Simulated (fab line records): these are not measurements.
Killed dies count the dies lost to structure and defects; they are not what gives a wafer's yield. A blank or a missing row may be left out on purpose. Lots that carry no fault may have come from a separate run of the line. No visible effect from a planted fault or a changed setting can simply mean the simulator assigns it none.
The tool behind it: which one?    flow gf180mcu    Sampling: 12 lots, 35 wafers, 5 of 602 route steps

WHAT EACH GAUGE READ, for each wafer
GF_VT_IMPLANT_RS_MEAS_47: uses a four-point probe to measure.
lot   measured      on             NWELL_RS (ohm/sq)
L732  day 7 13:09   film_metro-02  487.6 488.3 486.8
L734  day 8 02:06   film_metro-02  485.7 486.4 486.4
L736  day 8 11:37   film_metro-04  488.4 488.0 488.5
L737  day 8 17:54   film_metro-02  489.9 489.7 489.7
L738  day 8 21:10   film_metro-01  488.3 488.4 489.6
L739  day 9 00:51   film_metro-04  487.5 489.1 487.3
L740  day 9 08:40   film_metro-04  487.6 486.5 488.4
L745  day 10 15:48  film_metro-04  489.0 502.4
L746  day 10 19:49  film_metro-01  488.6 502.5 503.5
L748  day 11 09:22  film_metro-02  489.7 504.5 490.3
L751  day 12 04:17  film_metro-04  488.4 487.8 489.6
L754  day 13 00:44  film_metro-01  487.1 487.1 488.5

GF_HV_LDD_TW_MEAS_11.
lot   measured      on             HV_LDD_TW
L732  day 9 19:24   film_metro-02  2366 2359 2374
L734  day 10 03:28  film_metro-02  2366 2362 2362
L736  day 10 20:07  film_metro-02  2352 2358 2370
L737  day 11 04:46  film_metro-04  2405 2399 2397
L738  day 11 09:08  film_metro-01  2407 2427 2422
L739  day 11 17:27  film_metro-04  2401 2400 2377
L740  day 12 03:19  film_metro-04  2400 2388 2383
L745  day 13 21:29  film_metro-02  2381 2358
L746  day 13 21:40  film_metro-04  2414 2410 2394
L748  day 14 15:00  film_metro-04  2401 2411 2402
L751  day 15 10:46  film_metro-01  2414 2405 2416
L754  day 16 07:05  film_metro-01  2423 2433 2418

WHICH TOOL RAN EACH LOT (tool, then ch and the chambers of the sampled wafers, then the start)
lot   GF_STI_CMP_25                 GF_NWELL_IMPLANT_08             GF_VT_IMPLANT_STRIP_42
L732  cmp-01 ch 0,3, day 2 03:13    implanter-01 ch 0, day 3 06:31  plasma_asher-02 ch 0,1, day 7 12:43
L734  cmp-01 ch 1,2,3, day 2 14:35  implanter-01 ch 0, day 3 18:33  plasma_asher-02 ch 0,1, day 8 01:40
L736  cmp-01 ch 0,1, day 3 00:04    implanter-01 ch 0, day 4 04:30  plasma_asher-02 ch 0,1, day 8 11:10
L737  cmp-02 ch 0,1,3, day 3 09:50  implanter-01 ch 0, day 4 15:12  plasma_asher-02 ch 0,1, day 8 17:22
L738  cmp-02 ch 1,2, day 3 10:31    implanter-01 ch 0, day 4 17:08  plasma_asher-04 ch 0,1, day 8 20:42
L739  cmp-01 ch 0,1,2, day 3 15:46  implanter-01 ch 0, day 4 22:29  plasma_asher-03 ch 0,1, day 9 00:18
L740  cmp-02 ch 0,1, day 3 22:07    implanter-01 ch 0, day 5 06:31  plasma_asher-02 ch 0,1, day 9 08:08
L745  cmp-01 ch 0,1, day 4 22:04    implanter-01 ch 0, day 6 06:23  plasma_asher-02 ch 1, day 10 15:21
L746  cmp-02 ch 0,2,3, day 5 04:07  implanter-01 ch 0, day 6 11:47  plasma_asher-02 ch 0,1, day 10 19:19
L748  cmp-01 ch 1,2,3, day 5 13:43  implanter-01 ch 0, day 6 22:05  plasma_asher-03 ch 0,1, day 11 08:55
L751  cmp-01 ch 1,2,3, day 6 04:57  implanter-04 ch 0, day 7 15:10  plasma_asher-04 ch 0,1, day 12 03:45
L754  cmp-02 ch 0,1, day 6 20:35    implanter-04 ch 0, day 8 04:58  plasma_asher-04 ch 0,1, day 13 00:13
- GF_STI_CMP_25: polishes, stops on Si3N4, t overpolish 33 s, target thk 524.6 nm.
- GF_NWELL_IMPLANT_08
- GF_VT_IMPLANT_STRIP_42: strips in O2/N2.

AS READ BY THE TOOLS THEMSELVES (means over the sampled wafers that have a number; for cases with no such wafer, the mark the record gives instead)
GF_STI_CMP_25.
lot   tool    edge_zone_pressure_frac  head_pressure_psi (psi)  motor_current_A (A)  overpolish_run_s (s)  retaining_ring_pressure_frac  time_to_endpoint_s (s)
L732  cmp-01  1.003                    4.010                    13.1                 32.996                1.001                         126
L734  cmp-01  0.999                    4.009                    11.9                 32.996                0.998                         125
L736  cmp-01  0.998                    3.994                    12.0                 32.993                1.000                         130
L737  cmp-02  0.996                    3.998                    12.1                 33.003                0.999                         122
L738  cmp-02  1.000                    4.005                    12.8                 32.999                1.001                         121
L739  cmp-01  0.996                    4.007                    11.0                 33.002                1.003                         124
L740  cmp-02  1.000                    3.999                    12.1                 32.996                1.000                         124
L745  cmp-01  0.998                    4.015                    10.8                 32.992                0.997                         120
L746  cmp-02  1.001                    4.004                    13.0                 33.000                0.997                         119
L748  cmp-01  0.999                    4.008                    11.9                 33.005                1.001                         125
L751  cmp-01  0.992                    4.004                    11.3                 33.007                1.000                         124
L754  cmp-02  0.996                    4.003                    12.6                 33.002                0.994                         116

GF_NWELL_IMPLANT_08.
lot   tool          beam_energy_keV  dose_ions_cm2
L732  implanter-01  449.99           1.5019e+13
L734  implanter-01  450.01           1.5002e+13
L736  implanter-01  449.90           1.5004e+13
L737  implanter-01  450.02           1.5002e+13
L738  implanter-01  450.16           1.5009e+13
L739  implanter-01  450.05           1.5003e+13
L740  implanter-01  450.05           1.5010e+13
L745  implanter-01  449.90           1.4991e+13
L746  implanter-01  450.00           1.4983e+13
L748  implanter-01  450.01           1.4982e+13
L751  implanter-04  450.05           1.5007e+13
L754  implanter-04  450.08           1.5004e+13

GF_VT_IMPLANT_STRIP_42.
lot   tool             drypump_motor_current_A (A)  heater_power_w (W)  oes_product_au (a.u.)  strip_time_to_endpoint_s (s)
L732  plasma_asher-02  5.49                         298                 0.712                  12.69
L734  plasma_asher-02  5.81                         316                 0.716                  12.63
L736  plasma_asher-02  5.51                         302                 0.716                  12.64
L737  plasma_asher-02  5.51                         298                 0.717                  12.67
L738  plasma_asher-04  5.76                         320                 0.713                  12.58
L739  plasma_asher-03  5.81                         328                 0.714                  12.57
L740  plasma_asher-02  5.51                         297                 0.714                  12.60
L745  plasma_asher-02  5.20                         292                 0.717                  12.62
L746  plasma_asher-02  5.82                         312                 0.716                  12.66
L748  plasma_asher-03  5.82                         346                 0.714                  12.63
L751  plasma_asher-04  5.76                         322                 0.708                  12.65
L754  plasma_asher-04  5.75                         335                 0.714                  12.71

THE ANSWER, worked out from the rows above alone
Rule: the lots themselves supply what counts as usual. Put in order of their means at a reading, lots are off if they are a third of the lots or fewer, leave a main group of 4 or more, and stand apart from it by a gap of 3 or more times the standard deviation of the main group's means; of several such gaps the widest counts. Not used: any main group whose means are identical at the precision the tables above print for the reading. Also off: a lot with no number at a reading for which 4 or more lots have one. All remaining lots with rows at the step are treated as sound. First the gauges in route order, then the tools' own readings, where a lot's mean is used as printed above. At the first step where some lot is off, the reading lying furthest off is the one used; lots without a number count as furthest.
Off: L745, L746, L748, seen at GF_VT_IMPLANT_RS_MEAS_47 (NWELL_RS). Main group: mean 488.0 ohm/sq, sd 0.95.
If a tool, at a process step before that reading, ran all the lots that are off and no sound lot after the first of them, it fits. The gauges at GF_VT_IMPLANT_RS_MEAS_47 are tried like those tools. One fits: implanter-01 at GF_NWELL_IMPLANT_08. Its last sound lot is L740 (day 5 06:31), its first lot that is off L745 (day 6 06:23): a fault that began between those two fits.

WHAT HAD BEEN PUT IN BY THE SIMULATOR
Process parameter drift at GF_NWELL_IMPLANT_08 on implanter-01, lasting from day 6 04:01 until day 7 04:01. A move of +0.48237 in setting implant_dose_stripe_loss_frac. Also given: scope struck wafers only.
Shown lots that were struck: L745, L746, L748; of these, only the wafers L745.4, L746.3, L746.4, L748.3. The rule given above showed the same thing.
